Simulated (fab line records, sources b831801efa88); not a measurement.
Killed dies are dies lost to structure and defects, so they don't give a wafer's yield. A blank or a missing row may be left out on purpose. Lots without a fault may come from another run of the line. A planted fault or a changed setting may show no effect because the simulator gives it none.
One fault seen from 2 desks | flow sky130 | each desk has only its own numbers; what lay behind them comes last

THE TOOL OWNER'S DESK: litho_track-04
The tool's own readings at SKY_SD_N_DEVELOP_06 (develop time 60 s): means of the sampled wafers that have a number, for each lot that ran on this tool. A lot is out of limits, marked OUT, if its mean lies more than 4 standard deviations from the usual mean; the brackets give that distance.
Columns: A = developer_temp_C at SKY_SD_N_DEVELOP_06, usual 23.00 C
lot  | first seen here | A
L790 | day 27 23:28    | 22.99
L793 | day 28 21:28    | 22.97
L796 | day 30 14:19    | 23.03
L797 | day 30 15:13    | 22.99
L798 | day 31 00:22    | 23.02
L799 | day 31 06:37    | 22.86
L802 | day 32 21:09    | 23.02
L805 | day 33 16:07    | 20.69 (-25) OUT
L807 | day 33 19:52    | 20.72 (-24) OUT
L811 | day 34 23:33    | 20.77 (-24) OUT
This desk's finding: out of limits on L805, L807, L811; first on L805, day 33 16:07 (developer_temp_C at SKY_SD_N_DEVELOP_06). In limits: L790, L793, L796, L797, L798, L799, L802.

THE METROLOGY DESK
What the gauges read, lot by lot, whatever tool the lot ran on: means of the sampled wafers that have a number. A lot is out of limits, marked OUT, if its mean lies more than 4 standard deviations from the usual mean; the brackets give that distance.
Columns: A = LDD_HVP_TW at SKY_LDD_HVP_TW_MEAS_10, usual 459.3; B = SD_P_TW at SKY_SD_P_TW_MEAS_11, usual 2852; C = cd_nm at SKY_SD_N_CD_MEAS_07, usual 380.2 nm
lot  | first seen here | A     | B    | C
L790 | day 21 17:56    | 460.9 | 2862 | 380.9
L793 | day 22 16:27    | 458.9 | 2876 | 379.2
L794 | day 23 11:21    | 460.4 | 2834 | 376.8
L796 | day 24 14:28    | 459.5 | 2866 | 378.1
L797 | day 24 15:19    | 460.8 | 2824 | 379.5
L798 | day 24 23:11    | 457.3 | 2864 | 378.7
L799 | day 25 06:32    | 458.9 | 2830 | 386.2
L802 | day 26 23:06    | 459.0 | 2888 | 382.2
L806 | day 27 18:01    | 456.5 | 2874 | 381.7
L805 | day 27 18:17    | 460.6 | 2839 | 385.5
L807 | day 27 23:26    | 462.2 | 2889 | 389.1 (+4.0) OUT
L811 | day 29 05:57    | 462.1 | 2813 | 385.5
L813 | day 29 15:45    | 462.5 | 2857 | 383.0
This desk's finding: out of limits on L807; first on L807, day 33 20:01 (cd_nm at SKY_SD_N_CD_MEAS_07). In limits: L790, L793, L794, L796, L797, L798, L799, L802, L806, L805, L811, L813.

PUT TOGETHER
The tool owner's desk could have raised an alarm at day 33 16:07, on L805, L807, L811.
The metrology desk could have raised an alarm at day 33 20:01, on L807.
The metrology desk has L805, L811 on record, within its limits.
Of the lots named, all ran SKY_SD_N_DEVELOP_06 on litho_track-04.

WHAT THE SIMULATOR HAD PUT IN
Process parameter drift: litho_track-04, from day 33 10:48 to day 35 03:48, at SKY_SD_N_DEVELOP_06. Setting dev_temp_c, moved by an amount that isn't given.
Lots struck among those shown: L805, L807, L811.
Hours from the fault's start to each desk's first reading out of limits: the tool owner's desk, 5; the metrology desk, 9.
